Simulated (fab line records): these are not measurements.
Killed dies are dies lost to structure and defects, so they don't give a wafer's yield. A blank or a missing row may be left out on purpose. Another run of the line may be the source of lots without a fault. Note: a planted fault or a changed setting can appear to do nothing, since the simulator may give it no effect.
fab line records	flow gf180mcu
record lots=6	wafers=18	last_day=34
route steps=602 shown M5@532 V5@540 TOP_METAL@567 PASSIVATION@602
lots that met no fault: taken from a fault-free run of the same line
start_h: hours from the record's opening day to when the first of the lot's shown wafers began	wait_h: hours elapsed since this lot's preceding step	" as in the row above	L1.1+2: a row that stands for several wafers	- value missing, or start not given	* or withheld: withheld	< > ~ a bound
route shown NAME@n: NAME is a module with steps in the file, n the number in the route of the first one	usual: the fault-free wafers' mean and standard deviation	same: alike in all rows	chamber/n: place in a boat	sites: each site's reading	_std_site: standard deviation across them	_edge_site: outer sites' mean less inner sites'	radius_mm: how far each site lies from the wafer's centre	mask NAME#n: copy n	behind: the most recent tool/chamber to have shaped the wafer	hold: why the lot went on hold/how many hours it stayed there/how the hold came to an end	device: whichever transistor did not switch (one of n, p or np)	end of line: the route-end tests of the same wafers	step lacking rows: just its recipe	killed: dies that structure and defects cost at the first sort, which is not the same as the wafer's yield	map: dies across one wafer; x = killed, . = not, _ = none there
set.NAME: the setting as run; set.NAME@STEP: as run at that earlier step	model.NAME: the simulator's own value behind a step, which no gauge read
a table for each step, a row for each wafer; lots at some steps of the route
services: the hour from which a tool's chamber was out of use, counted from the record's first day as start_h (under 0 if before that day), plus the number of hours and why
## steps
# step GF_M5_DEVELOP_06
# recipe develop_time_s=60	dev_temp_c=21
# step GF_M5_CD_MEAS_07
# recipe target_cd_nm=280
# usual cd_nm=280.3/1.1
lot.wafer	tool	chamber	start_h	wait_h	cd_nm
L775.1	cd_sem-01	-	665.37	0.1	280.2
L775.4	"	-	"	"	279.1
L775.6	"	-	"	"	279.0
L776.1	cd_sem-02	-	673.30	0.1	278.5
L776.2	"	-	"	"	279.0
L776.5	"	-	"	"	279.3
L778.3	cd_sem-02	-	684.93	0.1	281.1
L778.4	"	-	"	"	281.3
L778.5	"	-	"	"	280.3
L779.2	cd_sem-01	-	688.91	0.1	282.1
L779.3	"	-	"	"	282.7
L779.5	"	-	"	"	282.5
L781.1	cd_sem-01	-	699.99	0.1	279.8
L781.2	"	-	"	"	280.5
L781.3	"	-	"	"	280.8
L791.4	cd_sem-01	-	763.40	0.1	281.0
L791.5	"	-	"	"	280.8
L791.6	"	-	"	"	280.8
# step GF_M5_OVL_MEAS_08
# usual M5_OVL=0/6
lot.wafer	tool	chamber	start_h	wait_h	M5_OVL[nm]
L775.1	overlay-02	-	665.49	0.1	4
L775.4	"	-	"	"	2
L775.6	"	-	"	"	11
L776.1	overlay-01	-	673.42	0.1	-5
L776.2	"	-	"	"	5
L776.5	"	-	"	"	-6
L778.3	overlay-02	-	685.02	0.1	-7
L778.4	"	-	"	"	-2
L778.5	"	-	"	"	-5
L779.2	overlay-01	-	689.01	0.1	2
L779.3	"	-	"	"	5
L779.5	"	-	"	"	6
L781.1	overlay-02	-	700.11	0.1	-1
L781.2	"	-	"	"	1
L781.3	"	-	"	"	5
L791.4	overlay-02	-	763.47	0.1	0
L791.5	"	-	"	"	-2
L791.6	"	-	"	"	-1
# step GF_M5_ETCH_09
# recipe chemistry=CF4/O2	target=Si3N4	target_depth_nm=52	source_w=800	bias_w=150	pressure_mtorr=150	cf4_flow_sccm=80	O2_flow_sccm=10	time_s=11.6
# usual cf4_flow_sccm=80.00/0.21	drypump_motor_current_A=5.6/0.66	oes_product_au=0.999/0.0097	throttle_valve_pct=5.970/0.0091
lot.wafer	tool	chamber	start_h	wait_h	cf4_flow_sccm	drypump_motor_current_A	oes_product_au	rf_hours_counter_h	throttle_valve_pct
L775.1	rie_diel-02	1	665.52	0.0	80.24	5.7	1.009	1	5.976
L775.4	"	3	"	"	79.91	5.1	0.991	2	5.978
L775.6	"	0	"	"	80.14	5.8	0.980	-	5.966
L776.1	rie_diel-02	3	673.46	0.0	79.85	5.1	0.996	2	5.963
L776.2	"	2	"	"	79.97	6.2	1.000	12	5.956
L776.5	"	3	"	"	80.14	5.1	0.989	-	5.970
L778.3	rie_diel-04	2	685.04	0.0	79.86	4.6	1.021	14	5.976
L778.4	"	3	"	"	79.82	6.3	1.003	12	5.993
L778.5	"	3	"	"	79.85	6.3	0.998	-	5.984
L779.2	rie_diel-03	3	689.04	0.0	80.30	6.7	0.992	15	5.968
L779.3	"	2	"	"	80.06	5.0	0.993	33	5.968
L779.5	"	2	"	"	79.87	5.0	0.996	-	5.977
L781.1	rie_diel-04	3	700.14	0.0	80.15	6.3	0.998	12	5.965
L781.2	"	2	"	"	80.05	4.7	0.998	14	5.971
L781.3	"	1	"	"	79.93	5.2	1.002	30	5.973
L791.4	rie_diel-03	3	763.49	0.0	79.95	6.6	0.996	18	5.959
L791.5	"	1	"	"	80.00	4.6	1.017	-	5.972
L791.6	"	2	"	"	79.94	5.0	0.985	-	5.964
# step GF_M5_METAL_ETCH_10
# recipe chemistry=Cl2/BCl3	mask_material=KrF	target_depth_nm=627.5	stop_on=SiO2	pressure_mtorr=8	icp_w=800	bias_w=140	Cl2_flow_sccm=80	bcl3_flow_sccm=40	time_s=104.6
# step GF_M5_STRIP_11
# recipe chemistry=O2/N2	power_w=1400	pressure_mtorr=1500	platen_temp_c=250	o2_flow_sccm=3000	n2_flow_sccm=300	overash_fraction=0.5
# usual drypump_motor_current_A=5.9/0.34	heater_power_w=295/10	oes_product_au=0.544/0.0046	strip_time_to_endpoint_s=7.55/0.045
lot.wafer	tool	chamber	start_h	wait_h	drypump_motor_current_A	heater_power_w	oes_product_au	rf_hours_counter_h	strip_time_to_endpoint_s
L775.1	plasma_asher-02	0	665.66	0.1	5.3	285	0.544	54	7.53
L775.4	"	1	"	"	6.1	289	0.542	-	7.52
L775.6	"	1	"	"	6.1	294	0.543	-	7.52
L776.1	plasma_asher-03	0	673.70	0.2	5.9	295	0.546	104	7.56
L776.2	"	1	"	"	5.5	312	0.547	104	7.62
L776.5	"	0	"	"	5.9	286	0.548	-	7.58
L778.3	plasma_asher-02	1	685.21	0.1	6.0	282	0.543	-	7.57
L778.4	"	0	"	"	5.3	274	0.543	-	7.52
L778.5	"	1	"	"	6.1	285	0.547	-	7.55
L779.2	plasma_asher-03	0	689.18	0.1	5.9	297	0.549	105	7.58
L779.3	"	1	"	"	5.5	313	0.544	-	7.58
L779.5	"	0	"	"	5.9	294	0.550	-	7.60
L781.1	plasma_asher-01	1	700.28	0.1	6.2	303	0.538	29	7.57
L781.2	"	0	"	"	6.1	292	0.538	29	7.60
L781.3	"	1	"	"	6.2	301	0.540	-	7.62
L791.4	plasma_asher-01	0	763.66	0.1	6.1	300	0.547	-	7.51
L791.5	"	1	"	"	6.2	308	0.547	-	7.49
L791.6	"	0	"	"	6.1	300	0.547	-	7.56
# step GF_M5_STRIP_12
# recipe chemistry=post_etch_residue_remover	time_s=1200	temp_c=72.5
# step GF_M5_CLEAN_13
# recipe chemistry=DIW	dry=n2_spin
# step GF_V5_CVD_00
# recipe material=SiO2	target_thk_nm=300	sigma_open_frac=0.3	temp_c=400	time_s=50	sih4_flow_sccm=60	pressure_mtorr=6
# step GF_V5_THK_MEAS_01
# recipe reads=SiO2_of_V5_CVD_00
# usual V5_CVD_00_THK=301.5/2.6
lot.wafer	tool	chamber	start_h	wait_h	V5_CVD_00_THK[nm]
L775.1	film_metro-02	-	666.25	0.0	299.0
L775.4	"	-	"	"	297.6
L775.6	"	-	"	"	298.9
L776.1	film_metro-01	-	674.31	0.0	300.9
L776.2	"	-	"	"	301.3
L776.5	"	-	"	"	299.5
L778.3	film_metro-02	-	685.78	0.0	302.2
L778.4	"	-	"	"	300.5
L778.5	"	-	"	"	302.1
L779.2	film_metro-02	-	689.77	0.0	300.9
L779.3	"	-	"	"	303.3
L779.5	"	-	"	"	299.9
L781.1	film_metro-01	-	700.86	0.0	301.3
L781.2	"	-	"	"	303.5
L781.3	"	-	"	"	300.5
L791.4	film_metro-04	-	764.24	0.0	302.7
L791.5	"	-	"	"	300.6
L791.6	"	-	"	"	302.1
# step GF_V5_CVD_02
# recipe material=SiO2	target_thk_nm=1450	precursor=TEOS	temp_c=400	time_s=163.28	rf_w=600
# usual heater_power_outer_w=407/82	heater_power_w=700/140
lot.wafer	tool	chamber	start_h	wait_h	heater_power_outer_w	heater_power_w
L775.1	pecvd-04	2	666.31	0.1	398	709
L775.4	"	2	"	"	455	761
L775.6	"	0	"	"	357	658
L776.1	pecvd-03	2	674.37	0.1	233	411
L776.2	"	1	"	"	434	697
L776.5	"	0	"	"	417	712
L778.3	pecvd-04	0	685.82	0.0	357	685
L778.4	"	0	"	"	260	547
L778.5	"	2	"	"	340	616
L779.2	pecvd-03	1	689.82	0.0	487	742
L779.3	"	0	"	"	349	620
L779.5	"	2	"	"	229	407
L781.1	pecvd-02	1	700.92	0.1	417	757
L781.2	"	2	"	"	422	771
L781.3	"	0	"	"	499	889
L791.4	pecvd-03	0	764.33	0.1	443	739
L791.5	"	1	"	"	383	597
L791.6	"	2	"	"	318	521
# step GF_V5_THK_MEAS_03
# recipe reads=SiO2_of_V5_CVD_02
# usual V5_CVD_02_THK=1453/19
lot.wafer	tool	chamber	start_h	wait_h	V5_CVD_02_THK[nm]
L775.1	film_metro-02	-	666.42	0.1	1447
L775.4	"	-	"	"	1480
L775.6	"	-	"	"	1487
L776.1	film_metro-04	-	674.48	0.1	1449
L776.2	"	-	"	"	1441
L776.5	"	-	"	"	1494
L778.3	film_metro-01	-	685.94	0.1	1421
L778.4	"	-	"	"	1425
L778.5	"	-	"	"	1460
L779.2	film_metro-04	-	689.93	0.1	1424
L779.3	"	-	"	"	1450
L779.5	"	-	"	"	1455
L781.1	film_metro-02	-	701.02	0.1	1433
L781.2	"	-	"	"	1427
L781.3	"	-	"	"	1436
L791.4	film_metro-04	-	764.41	0.0	1473
L791.5	"	-	"	"	1461
L791.6	"	-	"	"	1461
# step GF_V5_CMP_04
# recipe material=SiO2	down_force_psi=4	platen_rpm=60	pad_velocity_m_s=0.94248
# usual motor_current_A=11.4/0.65
lot.wafer	tool	chamber	start_h	wait_h	motor_current_A	model.SiO2_of_V5_CVD_02.thk_nm
L775.1	cmp-02	2	666.48	0.1	10.5	855.5
L775.4	"	0	"	"	10.7	852.9
L775.6	"	2	"	"	11.3	854.1
L776.1	cmp-02	0	674.59	0.1	11.0	852.2
L776.2	"	2	"	"	11.1	854.3
L776.5	"	0	"	"	11.4	851.8
L778.3	cmp-02	0	685.98	0.0	11.2	853.5
L778.4	"	2	"	"	10.7	854.5
L778.5	"	0	"	"	12.0	853.2
L779.3	cmp-02	1	690.03	0.1	11.2	853.1
L779.2	"	2	"	"	10.6	1052
L779.5	"	1	"	"	10.7	854.4
L781.1	cmp-02	0	701.08	0.1	11.7	852.9
L781.3	"	1	"	"	10.9	854.9
L781.2	"	2	"	"	11.4	1054
L791.4	cmp-02	2	764.44	0.0	10.4	857.2
L791.6	"	2	"	"	10.8	856.8
L791.5	"	3	"	"	11.9	854.8
# step GF_V5_BOW_MEAS_05
# recipe mode=bow
# usual V5_BOW=133/9.6
lot.wafer	tool	chamber	start_h	wait_h	V5_BOW[um]
L775.1	film_metro-04	-	666.78	0.2	124
L775.4	"	-	"	"	119
L775.6	"	-	"	"	119
L776.1	film_metro-04	-	674.84	0.2	119
L776.2	"	-	"	"	124
L776.5	"	-	"	"	115
L778.3	film_metro-04	-	686.32	0.3	134
L778.4	"	-	"	"	149
L778.5	"	-	"	"	135
L779.2	film_metro-04	-	690.30	0.2	117
L779.3	"	-	"	"	135
L779.5	"	-	"	"	128
L781.1	film_metro-02	-	701.38	0.2	148
L781.2	"	-	"	"	137
L781.3	"	-	"	"	132
L791.4	film_metro-02	-	764.82	0.3	136
L791.5	"	-	"	"	134
L791.6	"	-	"	"	142
# step GF_V5_DEHYDRATE_06
# recipe temp_c=200	time_s=60
# step GF_V5_HMDS_07
# recipe prime_time_s=60	prime_temp_c=120
# step GF_V5_COAT_08
# recipe resist=BARC	temp_c=withheld	time_s=withheld	spin_rpm=withheld	resist_thk_nm=withheld
# step GF_V5_COAT_09
# recipe resist=KrF	spin_rpm=withheld	resist_thk_nm=1000
# step GF_V5_SOFTBAKE_10
# recipe temp_c=130	time_s=60	resist=KrF
# step GF_V5_EXPOSE_11
# recipe mask_id=Via5	target_cd_nm=260	na=0.68	source_shape=conventional	sigma_outer=0.6	dose_mj=38
# step GF_V5_PEB_12
# recipe peb_temp_c=135	peb_time_s=90	resist=KrF
# step GF_V5_DEVELOP_13
# recipe develop_time_s=57.1	resist=KrF	dev_temp_c=21
# step GF_V5_CD_MEAS_14
# recipe target_cd_nm=260
# usual cd_nm=259.8/1.1
lot.wafer	tool	chamber	start_h	wait_h	cd_nm
L775.1	cd_sem-02	-	686.10	0.1	258.6
L775.4	"	-	"	"	258.5
L775.6	"	-	"	"	259.0
L776.1	cd_sem-01	-	693.54	0.1	260.0
L776.2	"	-	"	"	260.1
L776.5	"	-	"	"	260.7
L778.3	cd_sem-01	-	704.79	0.1	258.6
L778.4	"	-	"	"	259.2
L778.5	"	-	"	"	257.3
L779.2	cd_sem-01	-	708.76	0.1	258.5
L779.3	"	-	"	"	258.9
L779.5	"	-	"	"	259.5
L781.1	cd_sem-01	-	719.52	0.1	258.4
L781.2	"	-	"	"	257.4
L781.3	"	-	"	"	259.9
L791.4	cd_sem-01	-	780.56	0.1	261.5
L791.5	"	-	"	"	260.3
L791.6	"	-	"	"	260.1
# step GF_V5_OVL_MEAS_15
# usual V5_OVL=-4/5.8
lot.wafer	tool	chamber	start_h	wait_h	V5_OVL[nm]
L775.1	overlay-02	-	686.22	0.1	-4
L775.4	"	-	"	"	-2
L775.6	"	-	"	"	2
L776.1	overlay-02	-	693.66	0.1	-9
L776.2	"	-	"	"	-8
L776.5	"	-	"	"	-14
L778.3	overlay-01	-	704.88	0.1	5
L778.4	"	-	"	"	2
L778.5	"	-	"	"	2
L779.2	overlay-01	-	708.86	0.1	2
L779.3	"	-	"	"	-1
L779.5	"	-	"	"	-1
L781.1	overlay-02	-	719.64	0.1	-6
L781.2	"	-	"	"	6
L781.3	"	-	"	"	-4
L791.4	overlay-01	-	780.64	0.1	-5
L791.5	"	-	"	"	-1
L791.6	"	-	"	"	-3
# step GF_V5_ETCH_16
# recipe chemistry=N2/H2	target_depth_a=withheld	overetch_a=withheld	time_s=withheld	target=BARC	ion_energy_ev=200	source_w=500	bias_w=100	pressure_mtorr=30	n2_flow_sccm=100	h2_flow_sccm=200
# step GF_V5_ETCH_17
# recipe chemistry=C4F8/O2/Ar	mask_material=KrF	target=SiO2	stop_on=TiN	source_w=1500	bias_w=1200	pressure_mtorr=40	c4f8_flow_sccm=withheld	O2_flow_sccm=6	Ar_flow_sccm=300	time_s=withheld	target_depth_a=8550
# usual oes_product_au=0.859/0.0046
lot.wafer	tool	chamber	start_h	wait_h	oes_product_au	model.V5.feature_depth_nm	model.etch.depth_nm
L775.1	rie_diel-01	0	-	-	0.855	855.5	855.5
L775.4	"	3	"	"	0.861	852.9	852.9
L775.6	"	0	"	"	0.856	854.1	854.1
L776.1	rie_diel-01	2	-	-	0.859	852.2	852.2
L776.2	"	1	"	"	0.854	854.3	854.3
L776.5	"	2	"	"	0.856	851.8	851.8
L778.3	rie_diel-01	2	-	-	0.862	853.5	853.5
L778.4	"	2	"	"	0.857	854.5	854.5
L778.5	"	0	"	"	0.865	853.2	853.2
L779.2	rie_diel-04	2	-	-	0.970	1052	1052
L779.3	"	0	"	"	0.859	853.1	853.1
L779.5	"	2	"	"	0.851	854.4	854.4
L781.1	rie_diel-01	2	-	-	0.854	852.9	852.9
L781.2	"	3	"	"	0.967	1054	1054
L781.3	"	0	"	"	0.863	854.9	854.9
L791.4	rie_diel-04	2	-	-	0.865	857.2	857.2
L791.5	"	0	"	"	0.858	854.8	854.8
L791.6	"	3	"	"	0.860	856.8	856.8
# step GF_V5_STRIP_18
# recipe chemistry=O2/N2	power_w=1400	pressure_mtorr=1500	platen_temp_c=250	o2_flow_sccm=3000	n2_flow_sccm=300	overash_fraction=0.5
# step GF_V5_STRIP_19
# recipe chemistry=post_etch_residue_remover	time_s=1200	temp_c=72.5
# step GF_V5_CLEAN_20
# recipe chemistry=DIW	dry=n2_spin
# step GF_V5_SPUTTER_21
# recipe material=Ti	target_thk_nm=15	chamber_pressure_pa=5	power_w=2500	substrate_temp_c=200	time_s=80.02
# step GF_V5_SPUTTER_22
# recipe material=TiN	target_thk_nm=10	chamber_pressure_pa=5	power_w=4000	time_s=40
# usual throttle_valve_pct=30.1/0.98
lot.wafer	tool	chamber	start_h	wait_h	throttle_valve_pct
L775.1	pvd_sputter-04	-	687.00	0.0	30.0
L775.4	"	-	"	"	31.5
L775.6	"	-	"	"	30.0
L776.1	pvd_sputter-02	-	694.44	0.0	31.2
L776.2	"	-	"	"	29.4
L776.5	"	-	"	"	31.1
L778.3	pvd_sputter-01	-	705.69	0.0	28.4
L778.4	"	-	"	"	30.9
L778.5	"	-	"	"	30.7
L779.2	pvd_sputter-01	-	709.64	0.0	28.4
L779.3	"	-	"	"	30.6
L779.5	"	-	"	"	31.1
L781.1	pvd_sputter-04	-	720.42	0.0	29.9
L781.2	"	-	"	"	31.0
L781.3	"	-	"	"	31.7
L791.4	pvd_sputter-02	-	781.40	0.0	31.1
L791.5	"	-	"	"	31.2
L791.6	"	-	"	"	29.6
# step GF_V5_CVD_23
# recipe material=W	target_thk_nm=350	time_s=104.9	temp_c=400	pressure_torr=40
# step GF_V5_RS_MEAS_24
# recipe thk_meas_gauge=four-point-probe	reads=W_of_V5_CVD_23+TiN_of_V5_SPUTTER_22+Ti_of_V5_SPUTTER_21
# usual V5_W_RS=0.327/0.003
lot.wafer	tool	chamber	start_h	wait_h	V5_W_RS[ohm/sq]
L775.1	film_metro-01	-	687.16	0.1	0.327
L775.4	"	-	"	"	0.329
L775.6	"	-	"	"	0.319
L776.1	film_metro-02	-	694.59	0.1	0.330
L776.2	"	-	"	"	0.331
L776.5	"	-	"	"	0.330
L778.3	film_metro-02	-	705.88	0.1	0.327
L778.4	"	-	"	"	0.325
L778.5	"	-	"	"	0.325
L779.2	film_metro-02	-	709.81	0.1	0.329
L779.3	"	-	"	"	0.327
L779.5	"	-	"	"	0.325
L781.1	film_metro-01	-	720.57	0.1	0.323
L781.2	"	-	"	"	0.329
L781.3	"	-	"	"	0.325
L791.4	film_metro-04	-	781.61	0.1	0.328
L791.5	"	-	"	"	0.326
L791.6	"	-	"	"	0.323
# step GF_V5_THK_MEAS_25
# recipe thk_meas_gauge=xrf	reads=W_of_V5_CVD_23
# usual V5_W_THK=351/4.8
lot.wafer	tool	chamber	start_h	wait_h	V5_W_THK[nm]
L775.1	film_metro-01	-	687.28	0.1	349
L775.4	"	-	"	"	349
L775.6	"	-	"	"	358
L776.1	film_metro-02	-	694.71	0.1	340
L776.2	"	-	"	"	340
L776.5	"	-	"	"	339
L778.3	film_metro-02	-	705.98	0.1	347
L778.4	"	-	"	"	351
L778.5	"	-	"	"	350
L779.2	film_metro-02	-	709.92	0.1	346
L779.3	"	-	"	"	346
L779.5	"	-	"	"	351
L781.1	film_metro-01	-	720.69	0.1	355
L781.2	"	-	"	"	350
L781.3	"	-	"	"	353
L791.4	film_metro-04	-	781.70	0.1	352
L791.5	"	-	"	"	355
L791.6	"	-	"	"	354
# step GF_V5_CMP_26
# recipe stop_on=SiO2	down_force_psi=3.5	platen_rpm=60	t_overpolish_s=15	target_thk_nm=0	pad_velocity_m_s=0.94248
# usual motor_current_A=10.6/0.61
lot.wafer	tool	chamber	start_h	wait_h	motor_current_A	model.SiO2_of_V5_CVD_02.thk_nm
L775.4	cmp-01	3	687.39	0.1	10.7	849.1
L775.1	"	1	"	"	11.5	851.7
L775.6	"	3	"	"	10.8	850.3
L776.1	cmp-02	3	694.82	0.1	11.2	848.4
L776.2	"	0	"	"	11.1	850.5
L776.5	"	2	"	"	10.1	848
L778.4	cmp-01	1	706.07	0.1	11.2	850.7
L778.3	"	2	"	"	9.9	849.7
L778.5	"	0	"	"	10.9	849.4
L779.2	cmp-02	1	709.97	0.0	10.1	1049
L779.3	"	3	"	"	11.3	849.4
L779.5	"	2	"	"	9.8	850.6
L781.2	cmp-02	3	720.80	0.1	11.1	1050
L781.1	"	0	"	"	10.8	849.2
L781.3	"	1	"	"	10.3	851.1
L791.4	cmp-01	1	781.73	0.0	11.6	853.4
L791.6	"	1	"	"	11.6	853
L791.5	"	2	"	"	9.6	851
# step GF_TOP_METAL_SPUTTER_00
# recipe material=Ti	target_thk_nm=37.5	arriving_ion_energy_ev=80	substrate_temp_c=200	chamber_pressure_pa=2	power_w=4000	time_s=150
# usual throttle_valve_pct=30.1/1.2
lot.wafer	tool	chamber	start_h	wait_h	throttle_valve_pct
L775.1	pvd_sputter-02	-	687.64	0.1	29.2
L775.4	"	-	"	"	29.4
L775.6	"	-	"	"	31.3
L776.1	pvd_sputter-01	-	695.07	0.2	30.9
L776.2	"	-	"	"	30.7
L776.5	"	-	"	"	31.0
L778.3	pvd_sputter-01	-	706.32	0.1	30.1
L778.4	"	-	"	"	31.0
L778.5	"	-	"	"	30.9
L779.2	pvd_sputter-03	-	710.27	0.2	28.1
L779.3	"	-	"	"	30.9
L779.5	"	-	"	"	31.3
L781.1	pvd_sputter-03	-	721.05	0.1	31.5
L781.2	"	-	"	"	30.6
L781.3	"	-	"	"	31.5
L791.4	pvd_sputter-01	-	782.03	0.2	28.5
L791.5	"	-	"	"	31.1
L791.6	"	-	"	"	28.4
# step GF_PASSIVATION_PROBE_99
lot.wafer	tool	chamber	start_h	wait_h	model.etest.via5_chain.rc_ohm
L775.1	prober-02	-	726.98	0.1	6.719
L775.4	prober-02	-	727.13	0.2	7.312
L775.6	prober-02	-	727.23	0.2	6.992
L776.1	prober-01	-	734.21	0.1	6.999
L776.2	prober-01	-	734.26	0.1	6.744
L776.5	prober-01	-	734.41	0.2	6.956
L778.3	prober-01	-	745.08	0.2	7.096
L778.4	prober-01	-	745.13	0.2	6.871
L778.5	prober-01	-	745.18	0.2	6.923
L779.2	prober-02	-	747.78	0.1	7.633
L779.3	prober-02	-	747.83	0.2	7.222
L779.5	prober-02	-	747.93	0.2	6.883
L781.1	prober-02	-	757.68	0.1	6.888
L781.2	prober-02	-	757.73	0.1	9.081
L781.3	prober-02	-	757.78	0.2	6.691
L791.4	prober-01	-	815.81	0.2	6.973
L791.5	prober-01	-	815.86	0.2	7.15
L791.6	prober-01	-	815.91	0.2	7.066
# killed by level:class
L775.1 V3:geometric_particle:open=8 CONTACT:geometric_particle:open=6 V4:geometric_particle:open=5 V5:geometric_particle:open=4 V1:geometric_particle:open=3 V4:geometric_particle:short=3 M5:geometric_particle:short=3 STI:geometric_particle:short=2
L775.4 V1:geometric_particle:open=5 V5:geometric_particle:open=5 CONTACT:geometric_particle:short=4 CONTACT:geometric_particle:open=3 STI:geometric_particle:short=2 M5:geometric_particle:short=2 V2:geometric_particle:open=2 M3:geometric_particle:short=2
L775.6 V3:geometric_particle:open=10 V5:geometric_particle:open=7 V2:geometric_particle:open=5 CONTACT:geometric_particle:open=3 V4:geometric_particle:short=3 V5:geometric_particle:short=3 STI:geometric_particle:short=2 STI:geometric_particle:open=2
L776.1 CONTACT:geometric_particle:open=5 V4:geometric_particle:open=5 V2:geometric_particle:open=4 V5:geometric_particle:open=4 STI:geometric_particle:open=3 M1:geometric_particle:short=3 V1:geometric_particle:short=3 V3:geometric_particle:open=3
L776.2 V1:geometric_particle:open=6 CONTACT:geometric_particle:open=4 V2:geometric_particle:open=4 M2:geometric_particle:short=3 V4:geometric_particle:open=3 STI:geometric_particle:open=2 STI:geometric_particle:short=2 M1:geometric_particle:short=2
L776.5 V1:geometric_particle:short=5 V4:geometric_particle:open=5 V2:geometric_particle:short=4 V3:geometric_particle:open=4 STI:geometric_particle:short=3 CONTACT:geometric_particle:open=3 V1:geometric_particle:open=3 M4:geometric_particle:short=3
L778.3 V2:geometric_particle:open=4 V4:geometric_particle:open=4 CONTACT:geometric_particle:open=3 M1:geometric_particle:short=3 V1:geometric_particle:open=3 V3:geometric_particle:short=3 V3:geometric_particle:open=3 V5:geometric_particle:open=3
L778.4 V2:geometric_particle:open=5 M4:geometric_particle:short=3 V4:geometric_particle:short=3 STI:geometric_particle:open=2 CONTACT:geometric_particle:open=2 M1:geometric_particle:short=2 V4:geometric_particle:open=2 V2:geometric_particle:short=2
L778.5 V1:geometric_particle:open=6 V2:geometric_particle:open=6 CONTACT:geometric_particle:open=5 STI:geometric_particle:short=3 V5:geometric_particle:short=3 M1:geometric_particle:short=3 V2:geometric_particle:short=3 V4:geometric_particle:open=3
L779.2 CONTACT:geometric_particle:open=7 V4:geometric_particle:open=6 V5:geometric_particle:open=5 V2:geometric_particle:open=4 V1:geometric_particle:open=4 V1:geometric_particle:short=4 V3:geometric_particle:short=3 CONTACT:geometric_particle:short=2
L779.3 CONTACT:geometric_particle:open=7 V2:geometric_particle:open=6 V4:geometric_particle:open=4 V1:geometric_particle:open=4 V3:geometric_particle:short=3 CONTACT:geometric_particle:short=3 M1:geometric_particle:short=2 V5:geometric_particle:open=2
L779.5 V3:geometric_particle:open=8 V5:geometric_particle:open=6 CONTACT:geometric_particle:open=4 M1:geometric_particle:short=4 V4:geometric_particle:open=4 STI:geometric_particle:open=3 V2:geometric_particle:short=3 V2:geometric_particle:open=3
L791.4 CONTACT:geometric_particle:open=5 STI:geometric_particle:short=4 M1:geometric_particle:short=4 V4:geometric_particle:short=4 V1:geometric_particle:open=4 CONTACT:geometric_particle:short=3 M3:geometric_particle:short=3 V4:geometric_particle:open=3
L791.5 M1:geometric_particle:short=5 STI:geometric_particle:short=4 V2:geometric_particle:open=4 V4:geometric_particle:open=4 V1:geometric_particle:short=3 V1:geometric_particle:open=3 V5:geometric_particle:open=3 STI:geometric_particle:open=2
L791.6 V3:geometric_particle:open=6 CONTACT:geometric_particle:open=5 V4:geometric_particle:open=4 M1:geometric_particle:short=3 V4:geometric_particle:short=3 STI:geometric_particle:short=2 V1:geometric_particle:open=2 POLY_GATE:geometric_particle:short=2
## services
tool	chamber	start_h	hours	kind
pecvd-04	-	642.83	2.4	repair
plasma_asher-02	-	643.42	0.5	repair
cmp-01	-	650.92	1.9	repair
plasma_asher-03	-	657.16	2.8	pm
rie_diel-03	1	663.74	3.5	repair
rie_diel-01	1	664.60	3.2	repair
pvd_sputter-04	-	669.01	2.0	repair
pecvd-03	2	679.07	6.7	repair
plasma_asher-03	-	684.96	3.8	repair
cmp-02	-	707.42	1.8	repair
pvd_sputter-02	-	710.50	2.0	repair
pvd_sputter-02	-	718.60	7.7	repair
plasma_asher-03	-	733.75	9.0	pm
cmp-01	-	739.04	1.5	repair
cmp-01	-	741.57	6.6	pm
pecvd-03	-	742.20	2.3	repair
plasma_asher-03	-	742.38	5.5	repair
cmp-01	-	748.15	4.0	pm
cmp-01	-	749.80	0.6	repair
cmp-01	-	751.62	2.9	repair
rie_diel-04	-	765.14	0.5	repair
cmp-02	-	773.01	0.6	repair
cmp-02	-	775.87	2.4	repair
rie_diel-01	2	780.47	4.4	repair
## key
first_sign step=GF_V5_ETCH_17	reading=oes_product_au	direction=up	sigmas=24	usual=0.859	struck=0.968
effect none on later readings
model_effect step=GF_V5_CMP_04	value=SiO2_of_V5_CVD_02.thk_nm	without=853.7	struck=1053
model_effect step=GF_V5_ETCH_17	value=V5.feature_depth_nm	without=853.7	struck=1053
model_effect step=GF_V5_CMP_26	value=SiO2_of_V5_CVD_02.thk_nm	without=850	struck=1049
model_effect step=GF_PASSIVATION_PROBE_99	value=etest.via5_chain.rc_ohm	without=6.966	struck=8.357
met_at GF_V5_CMP_04
struck_wafers L779.2,L781.2
sort_left_out L781.2
onset_between 685.98 690.03
fault kind=process_parameter_drift	tool=cmp-02	chamber=2	onset_h=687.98	steps=GF_V5_CMP_04	channel=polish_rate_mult	offset=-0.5	shape=step	end_h=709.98
# sort_left_out: the simulated sort isn't trusted on such a fault, so these wafers' sort isn't shown, and their yield isn't known
